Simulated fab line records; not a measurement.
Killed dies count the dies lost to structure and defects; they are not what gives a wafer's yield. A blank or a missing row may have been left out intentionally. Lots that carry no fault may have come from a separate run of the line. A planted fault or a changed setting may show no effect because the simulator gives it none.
What tool caused it? | flow gf180mcu | 33 wafers from 11 lots sampled at 3 of the route's 602 steps

WHAT THE GAUGES SHOWED, per wafer
GF_TOP_METAL_RS_MEAS_05: measurement is done with a four-point probe.
lot  | measured     | on            | TOP_METAL_ALCU_RS (ohm/sq)
L991 | day 27 04:43 | film metro-04 | 0.0325 0.0328 0.0324
L992 | day 27 13:32 | film metro-04 | 0.0323 0.0326 0.0326
L995 | day 28 11:22 | film metro-01 | 0.0331 0.0327 0.0328
L994 | day 28 15:41 | film metro-04 | 0.0332 0.0329 0.0331
L996 | day 28 22:22 | film metro-04 | 0.0330 0.0327 0.0333
L100 | day 29 22:53 | film metro-01 | 0.0326 0.0319 0.0322
L101 | day 30 09:31 | film metro-04 | 0.0331 0.0325 0.0329
L103 | day 30 23:07 | film metro-04 | 0.0338 0.0329 0.0338
L104 | day 31 06:49 | film metro-04 | 0.0329 0.0326 0.0327
L107 | day 32 01:19 | film metro-01 | 0.0329 0.0619 0.0337
L112 | day 33 03:39 | film metro-04 | 0.0325 0.0574 0.0331

EACH LOT AND THE TOOL THAT RAN IT (in order: tool; ch and the chambers of the sampled wafers; start)
lot  | GF_V5_CVD_02                    | GF_TOP_METAL_SPUTTER_02
L991 | pecvd-04 ch 1,2, day 26 05:28   | pvd sputter-02, day 27 04:35
L992 | pecvd-04 ch 0,1,2, day 26 15:25 | pvd sputter-01, day 27 13:23
L995 | pecvd-02 ch 0,1,2, day 27 13:29 | pvd sputter-03, day 28 11:17
L994 | pecvd-01 ch 0,1, day 27 17:58   | pvd sputter-03, day 28 15:35
L996 | pecvd-01 ch 1,2, day 28 01:00   | pvd sputter-03, day 28 22:14
L100 | pecvd-01 ch 0,1,2, day 29 01:55 | pvd sputter-03, day 29 22:46
L101 | pecvd-01 ch 1,2, day 29 12:49   | pvd sputter-02, day 30 09:26
L103 | pecvd-02 ch 0,1, day 30 02:22   | pvd sputter-01, day 30 23:01
L104 | pecvd-02 ch 0,1, day 30 10:58   | pvd sputter-03, day 31 06:42
L107 | pecvd-02 ch 0,2, day 31 05:49   | pvd sputter-01, day 32 01:14
L112 | pecvd-04 ch 0,1, day 32 08:47   | pvd sputter-01, day 33 03:34
- GF_V5_CVD_02: deposits SiO2 from TEOS, target thk 1450 nm, time 163.28 s.
- GF_TOP_METAL_SPUTTER_02: material AlCu, target thk 900 nm, time 47.82 s.

THE ANSWER, worked out from the rows above alone
Rule: the usual values come from the lots themselves. The widest of any qualifying gaps counts: lots, ordered by their means at a reading, are off when they make up no more than a third of the lots, leave a main group of 4 or more, and stand apart from it by 3 or more times the standard deviation of that group's means. The tables above print the reading to a certain number of digits; a main group whose means all agree to those digits is not used. Also off: a lot with no number at a reading for which 4 or more lots have one. All remaining lots with rows at the step are treated as sound.
Off: at GF_TOP_METAL_RS_MEAS_05 (TOP_METAL_ALCU_RS), L107, L112. For the main group the mean is 0.0328 ohm/sq and the standard deviation 0.00035.
If a tool, at a process step before that reading, ran all the lots that are off and no sound lot after the first of them, it fits. Those tools and the gauges at GF_TOP_METAL_RS_MEAS_05 are tried in the same way. One candidate fits, namely pvd sputter-01 at GF_TOP_METAL_SPUTTER_02. Its last sound lot is L103 (day 30 23:01), its first lot that is off L107 (day 32 01:14): a fault that began between those two fits.

WHAT THE SIMULATOR HAD INSERTED
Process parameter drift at GF_TOP_METAL_SPUTTER_02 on pvd sputter-01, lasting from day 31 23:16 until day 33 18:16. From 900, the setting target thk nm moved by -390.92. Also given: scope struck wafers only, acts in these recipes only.
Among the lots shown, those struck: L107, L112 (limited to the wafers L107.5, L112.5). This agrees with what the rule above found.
